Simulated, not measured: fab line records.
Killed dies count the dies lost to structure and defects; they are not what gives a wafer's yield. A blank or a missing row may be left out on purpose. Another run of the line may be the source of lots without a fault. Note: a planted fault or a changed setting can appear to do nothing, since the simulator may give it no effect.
fab line records	flow gf180mcu
record: lots: 14	wafers: 42	last-day: 34
route steps=602 shown V4@493 MIM@507
lots that met no fault: taken from a fault-free run of the same line
start-h: start of the lot's first displayed wafer, in hours after the record's first day	wait-h: time in hours since the lot's previous step	" identical to the entry in the row above	L1.1+2: a single row standing in for several wafers	- value missing, or start not given	* or withheld: withheld	< > ~ a bound
route shown NAME@n: NAME is a module with steps in the file, n the number in the route of the first one	usual: mean and standard deviation over wafers with no fault	same: alike in all rows	chamber/n: place in a boat	sites: each site's reading	_std_site: the standard deviation of these	_edge_site: mean of outer sites minus mean of inner sites	radius-mm: how far each site lies from the wafer's centre	mask NAME#n: copy n	behind: the tool/chamber that last shaped the wafer	hold: what put the lot on hold/how long, in hours/how the hold closed	device: transistor that didn't switch, given as n, p or np	end of line: the same wafers' tests at the end of the route	where a step has no rows: the recipe by itself	killed: dies lost to structure and defects at the first sort, not the wafer's yield	map: the dies of a wafer, with x for killed, . for not killed, _ for no die there
set.NAME: the run value of the setting; set.NAME@STEP: its run value at that earlier step	model.NAME: the simulator's own value behind a step, which no gauge read
steps of the route over a sample of lots; a table a step, a row a wafer
services: when a tool's chamber went out of use (start-h, in hours from the record's first day, below 0 if earlier), for how many hours, and the reason
== steps ==
step: GF_V4_ETCH_17
recipe: chemistry: C4F8/O2/Ar	mask-material: KrF	target: SiO2	stop-on: TiN	source-w: 1500	bias-w: 1200	pressure-mtorr: 40	c4f8-flow-sccm: withheld	O2_flow_sccm: 6	Ar_flow_sccm: 300	time-s: withheld	target-depth-a: 6300
usual: oes-product-au: 0.856/0.0043
lot.wafer	tool	chamber	start-h	wait-h	oes-product-au
L743.1	rie-diel-02	0	-	-	0.861
L743.2	"	1	"	"	0.856
L743.6	"	0	"	"	0.847
L744.2	rie-diel-01	1	-	-	0.854
L744.3	"	2	"	"	0.859
L744.4	"	0	"	"	0.854
L745.3	rie-diel-04	2	-	-	0.859
L745.5	"	2	"	"	0.853
L745.6	"	3	"	"	0.861
L746.1	rie-diel-04	2	-	-	0.863
L746.2	"	0	"	"	0.853
L746.3	"	1	"	"	0.852
L747.1	rie-diel-04	1	-	-	0.857
L747.3	"	0	"	"	0.852
L747.5	"	0	"	"	0.860
L749.1	rie-diel-04	3	-	-	0.859
L749.2	"	0	"	"	0.857
L749.3	"	1	"	"	0.856
L750.1	rie-diel-04	3	-	-	0.857
L750.3	"	1	"	"	0.852
L750.5	"	1	"	"	0.858
L755.2	rie-diel-02	1	-	-	0.859
L755.4	"	0	"	"	0.854
L755.5	"	0	"	"	0.851
L756.1	rie-diel-02	2	-	-	0.854
L756.2	"	3	"	"	0.853
L756.3	"	1	"	"	0.851
L757.1	rie-diel-01	0	-	-	0.860
L757.3	"	2	"	"	0.861
L757.4	"	3	"	"	0.858
L758.2	rie-diel-01	2	-	-	0.857
L758.4	"	1	"	"	0.855
L758.6	"	0	"	"	0.856
L760.1	rie-diel-01	0	-	-	0.856
L760.2	"	3	"	"	0.852
L760.3	"	2	"	"	0.854
L766.2	rie-diel-01	2	-	-	0.859
L766.4	"	3	"	"	0.857
L766.6	"	2	"	"	0.848
L765.2	rie-diel-04	0	-	-	0.856
L765.4	"	1	"	"	0.863
L765.5	"	2	"	"	0.855
step: GF_V4_STRIP_19
recipe: chemistry: post-etch-residue-remover	time-s: 1200	temp-c: 72.5
usual: bath-guard-temp-C: 73.0/0.43	bath-heat-duty-pct: 13.4/1.5
lot.wafer	tool	chamber	start-h	wait-h	bath-guard-temp-C	bath-heat-duty-pct
L743.1	wet-bench-03	2	563.33	0.1	72.6	13.7
L743.2	"	2	"	"	72.5	12.4
L743.6	"	2	"	"	72.4	13.4
L744.2	wet-bench-02	1	575.44	0.1	73.2	11.3
L744.3	"	1	"	"	73.0	11.2
L744.4	"	1	"	"	73.0	11.2
L745.3	wet-bench-03	2	578.34	0.0	72.3	13.8
L745.5	"	2	"	"	72.3	12.5
L745.6	"	2	"	"	72.1	13.7
L746.1	wet-bench-02	0	589.84	0.1	73.1	12.7
L746.2	"	0	"	"	72.9	13.9
L746.3	"	0	"	"	73.2	14.9
L747.1	wet-bench-03	1	595.71	0.1	72.1	14.9
L747.3	"	1	"	"	72.1	14.4
L747.5	"	1	"	"	71.9	14.2
L749.1	wet-bench-02	1	610.06	0.1	73.2	11.6
L749.2	"	1	"	"	73.4	10.9
L749.3	"	1	"	"	72.8	10.9
L750.1	wet-bench-02	1	623.33	0.1	72.8	12.0
L750.3	"	1	"	"	73.1	11.6
L750.5	"	1	"	"	73.2	11.8
L755.2	wet-bench-03	0	659.39	0.1	73.2	14.5
L755.4	"	0	"	"	73.1	14.7
L755.5	"	0	"	"	73.2	14.7
L756.1	wet-bench-04	0	663.64	0.1	-	-
L756.2	"	0	"	"	-	-
L756.3	"	0	"	"	-	-
L757.1	wet-bench-02	0	671.81	0.1	-	-
L757.3	"	0	"	"	-	-
L757.4	"	0	"	"	-	-
L758.2	wet-bench-02	0	676.44	0.1	73.2	14.5
L758.4	"	0	"	"	73.4	14.1
L758.6	"	0	"	"	73.0	13.4
L760.1	wet-bench-02	1	706.58	0.1	73.1	11.1
L760.2	"	1	"	"	73.2	9.9
L760.3	"	1	"	"	73.3	11.2
L766.2	wet-bench-02	1	730.13	0.1	73.3	11.4
L766.4	"	1	"	"	73.4	10.7
L766.6	"	1	"	"	73.3	11.7
L765.2	wet-bench-03	0	731.83	0.1	73.2	15.7
L765.4	"	0	"	"	73.0	14.9
L765.5	"	0	"	"	73.6	15.7
step: GF_V4_SPUTTER_21
recipe: material: Ti	target-thk-nm: 15	chamber-pressure-pa: 5	power-w: 2500	substrate-temp-c: 200	time-s: 80.02
usual: throttle-valve-pct: 30.1/1.2
lot.wafer	tool	chamber	start-h	wait-h	throttle-valve-pct
L743.1	pvd-sputter-02	-	563.77	0.0	29.9
L743.2	"	-	"	"	30.3
L743.6	"	-	"	"	29.6
L744.2	pvd-sputter-02	-	575.87	0.0	29.5
L744.3	"	-	"	"	29.8
L744.4	"	-	"	"	30.8
L745.3	pvd-sputter-02	-	578.77	0.0	31.2
L745.5	"	-	"	"	29.6
L745.6	"	-	"	"	31.2
L746.1	pvd-sputter-03	-	590.27	0.0	29.4
L746.2	"	-	"	"	28.0
L746.3	"	-	"	"	29.7
L747.1	pvd-sputter-04	-	596.15	0.0	30.3
L747.3	"	-	"	"	31.5
L747.5	"	-	"	"	30.2
L749.1	pvd-sputter-03	-	610.50	0.0	27.9
L749.2	"	-	"	"	29.9
L749.3	"	-	"	"	29.6
L750.1	pvd-sputter-03	-	623.80	0.0	29.9
L750.3	"	-	"	"	29.7
L750.5	"	-	"	"	29.8
L755.2	pvd-sputter-02	-	659.86	0.0	29.7
L755.4	"	-	"	"	29.7
L755.5	"	-	"	"	29.6
L756.1	pvd-sputter-02	-	664.07	0.0	29.8
L756.2	"	-	"	"	29.7
L756.3	"	-	"	"	30.3
L757.1	pvd-sputter-04	-	672.25	0.0	32.8
L757.3	"	-	"	"	30.1
L757.4	"	-	"	"	30.3
L758.2	pvd-sputter-02	-	676.87	0.0	30.5
L758.4	"	-	"	"	29.4
L758.6	"	-	"	"	30.1
L760.1	pvd-sputter-04	-	707.02	0.0	32.8
L760.2	"	-	"	"	30.1
L760.3	"	-	"	"	31.2
L766.2	pvd-sputter-03	-	730.57	0.0	27.7
L766.4	"	-	"	"	29.9
L766.6	"	-	"	"	29.7
L765.2	pvd-sputter-03	-	732.27	0.0	29.8
L765.4	"	-	"	"	28.2
L765.5	"	-	"	"	29.4
step: GF_MIM_SPUTTER_04
recipe: material: TiN	target-thk-nm: 50	power-w: 6500	time-s: 41.7	chamber-pressure-pa: 0.4
usual: throttle-valve-pct: 29.8/1
lot.wafer	tool	chamber	start-h	wait-h	throttle-valve-pct
L743.1	pvd-sputter-03	-	564.64	0.0	29.9
L743.2	"	-	"	"	29.5
L743.6	"	-	"	"	29.6
L744.2	pvd-sputter-01	-	576.74	0.0	29.9
L744.3	"	-	"	"	31.7
L744.4	"	-	"	"	31.5
L745.3	pvd-sputter-03	-	579.64	0.0	29.4
L745.5	"	-	"	"	27.8
L745.6	"	-	"	"	29.7
L746.1	pvd-sputter-03	-	591.14	0.0	29.5
L746.2	"	-	"	"	29.9
L746.3	"	-	"	"	27.8
L747.1	pvd-sputter-03	-	597.02	0.0	28.0
L747.3	"	-	"	"	29.6
L747.5	"	-	"	"	27.7
L749.1	pvd-sputter-01	-	611.47	0.0	31.4
L749.2	"	-	"	"	31.2
L749.3	"	-	"	"	28.9
L750.1	pvd-sputter-01	-	624.67	0.0	28.9
L750.3	"	-	"	"	31.5
L750.5	"	-	"	"	29.0
L755.2	pvd-sputter-01	-	660.73	0.0	31.5
L755.4	"	-	"	"	28.9
L755.5	"	-	"	"	29.8
L756.1	pvd-sputter-02	-	664.94	0.0	30.9
L756.2	"	-	"	"	29.7
L756.3	"	-	"	"	30.3
L757.1	pvd-sputter-02	-	673.12	0.0	31.0
L757.3	"	-	"	"	30.3
L757.4	"	-	"	"	29.9
L758.2	pvd-sputter-02	-	677.74	0.0	29.8
L758.4	"	-	"	"	30.4
L758.6	"	-	"	"	31.0
L760.1	pvd-sputter-01	-	707.89	0.0	31.6
L760.2	"	-	"	"	31.4
L760.3	"	-	"	"	29.0
L766.2	pvd-sputter-03	-	731.46	0.0	29.4
L766.4	"	-	"	"	29.8
L766.6	"	-	"	"	28.0
L765.2	pvd-sputter-03	-	733.14	0.0	29.6
L765.4	"	-	"	"	29.7
L765.5	"	-	"	"	29.8
== services ==
tool	chamber	start-h	hours	kind
rie-diel-04	1	540.01	-	clean
rie-diel-04	1	540.01	20.3	scheduled-down
rie-diel-04	1	540.01	20.3	vent-cycle
pvd-sputter-02	-	554.99	1.7	repair
pvd-sputter-01	-	563.03	2.9	repair
rie-diel-01	3	573.04	1.5	repair
rie-diel-01	2	581.43	6.8	repair
rie-diel-01	3	602.29	7.6	repair
wet-bench-02	-	615.16	1.9	pm
pvd-sputter-01	-	618.58	1.8	repair
pvd-sputter-02	-	620.00	19.6	repair
rie-diel-02	0	625.57	-	clean
rie-diel-02	0	625.57	22.0	scheduled-down
rie-diel-02	-	638.78	0.3	repair
rie-diel-04	3	651.61	9.5	repair
pvd-sputter-03	-	656.51	26.9	repair
wet-bench-02	-	658.48	0.9	repair
pvd-sputter-03	-	663.83	29.1	repair
rie-diel-04	-	699.15	2.8	pm
rie-diel-01	-	714.29	2.8	pm
pvd-sputter-04	-	718.18	2.0	repair
rie-diel-01	1	719.93	-	clean
rie-diel-01	1	719.93	14.3	scheduled-down
rie-diel-01	1	719.93	14.3	vent-cycle
== key ==
first-sign: step: GF_V4_STRIP_19	reading: tool-record	direction: missing
effect none on later readings
met-at GF_V4_STRIP_19
struck-lots L756,L757
sort-left-out L756.1,L756.2,L756.3,L757.1,L757.3,L757.4
not-acting-at GF_V4_ETCH_17,GF_V4_SPUTTER_21,GF_MIM_SPUTTER_04
onset-between 623.33 663.64
fault: kind: skipped-step-whole	tool: wet-bench-02,wet-bench-04	chamber: -	onset-h: 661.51	steps: GF_V4_STRIP_19	scope: struck-lots-only
sort-left-out: the simulated sort isn't trusted on such a fault, so these wafers' sort isn't shown, and their yield isn't known
